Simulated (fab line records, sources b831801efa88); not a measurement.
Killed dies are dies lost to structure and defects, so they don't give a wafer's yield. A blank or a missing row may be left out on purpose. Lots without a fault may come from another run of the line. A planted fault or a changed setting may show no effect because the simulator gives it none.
One fault seen from 2 desks | flow sky130 | each desk has only its own numbers; what lay behind them comes last

THE TOOL OWNER'S DESK: pvd_sputter-03
The tool's own readings at SKY_LOCAL_INTERCONNECT_SPUTTER_00 (material TiN, target thk 100 nm, time 83.3 s): means of the sampled wafers that have a number, for each lot that ran on this tool. A lot is out of limits, marked OUT, if its mean lies more than 4 standard deviations from the usual mean; the brackets give that distance.
Columns: A = throttle_valve_pct at SKY_LOCAL_INTERCONNECT_SPUTTER_00, usual 30.8 %
lot  | first seen here | A
L836 | day 29 04:29    | 30.2
L838 | day 30 00:22    | 30.3
L842 | day 31 06:58    | 30.6
L845 | day 33 12:23    | 29.9
L847 | day 33 17:44    | 29.6
L848 | day 33 18:25    | 29.9
This desk's finding: nothing out of limits on any of the 6 lots.

THE METROLOGY DESK
What the gauges read, lot by lot, whatever tool the lot ran on: means of the sampled wafers that have a number. A lot is out of limits, marked OUT, if its mean lies more than 4 standard deviations from the usual mean; the brackets give that distance.
Columns: A = SD_N_OVL at SKY_SD_N_OVL_MEAS_08, usual -0.3 nm; B = LOCAL_INTERCONNECT_TIN_RS at SKY_LOCAL_INTERCONNECT_RS_MEAS_01, usual 14.03 ohm/sq; C = LOCAL_INTERCONNECT_TIN_THK at SKY_LOCAL_INTERCONNECT_THK_MEAS_02, usual 100.8 nm; D = CONTACT_W_RS at SKY_CONTACT_RS_MEAS_25, usual 0.338 ohm/sq
lot  | first seen here | A    | B                | C                | D
L835 | day 27 15:40    | -0.3 | 14.07            | 99.8             | 0.332
L836 | day 27 21:34    | -0.2 | 14.13            | 100.0            | 0.333
L838 | day 28 17:43    | 0.6  | 14.29            | 100.0            | 0.333
L839 | day 29 05:55    | 0.2  | 14.17            | 99.5             | 0.344
L840 | day 29 13:21    | -0.5 | 14.23            | 100.6            | 0.336
L842 | day 30 00:04    | -1.9 | 13.96            | 100.5            | 0.335
L841 | day 30 01:12    | -0.3 | 14.02            | 100.1            | 0.337
L845 | day 32 07:03    | 0.5  | 12.76 (-6.1) OUT | 112.9 (+7.5) OUT | 0.342
L847 | day 32 12:01    | -0.9 | 11.70 (-11) OUT  | 121.1 (+13) OUT  | 0.340
L848 | day 32 13:05    | -0.2 | 12.94 (-5.2) OUT | 109.6 (+5.5) OUT | 0.341
L849 | day 32 19:19    | 0.5  | 13.97            | 100.8            | 0.336
L853 | day 33 19:04    | 0.7  | 13.86            | 101.4            | 0.338
L854 | day 34 01:01    | -1.2 | 14.28            | 99.9             | 0.342
L855 | day 34 07:17    | -0.3 | 13.99            | 101.5            | 0.338
L857 | day 34 16:59    | 0.1  | 13.98            | 101.5            | 0.340
This desk's finding: out of limits on L845, L847, L848; first on L845, day 33 12:26 (LOCAL_INTERCONNECT_TIN_RS at SKY_LOCAL_INTERCONNECT_RS_MEAS_01). In limits: L835, L836, L838, L839, L840, L842, L841, L849, L853, L854, L855, L857.

PUT TOGETHER
The metrology desk could have raised an alarm at day 33 12:26, on L845, L847, L848.
The tool owner's desk saw nothing out of limits.
The tool owner's desk has L845, L847, L848 on record, within its limits.
Of the lots named, all ran SKY_LOCAL_INTERCONNECT_SPUTTER_00 on pvd_sputter-03.

WHAT THE SIMULATOR HAD PUT IN
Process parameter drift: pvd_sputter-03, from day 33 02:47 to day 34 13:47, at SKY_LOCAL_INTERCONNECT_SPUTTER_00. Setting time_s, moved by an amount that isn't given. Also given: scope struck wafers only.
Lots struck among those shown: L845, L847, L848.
Hours from the fault's start to each desk's first reading out of limits: the metrology desk, 10.
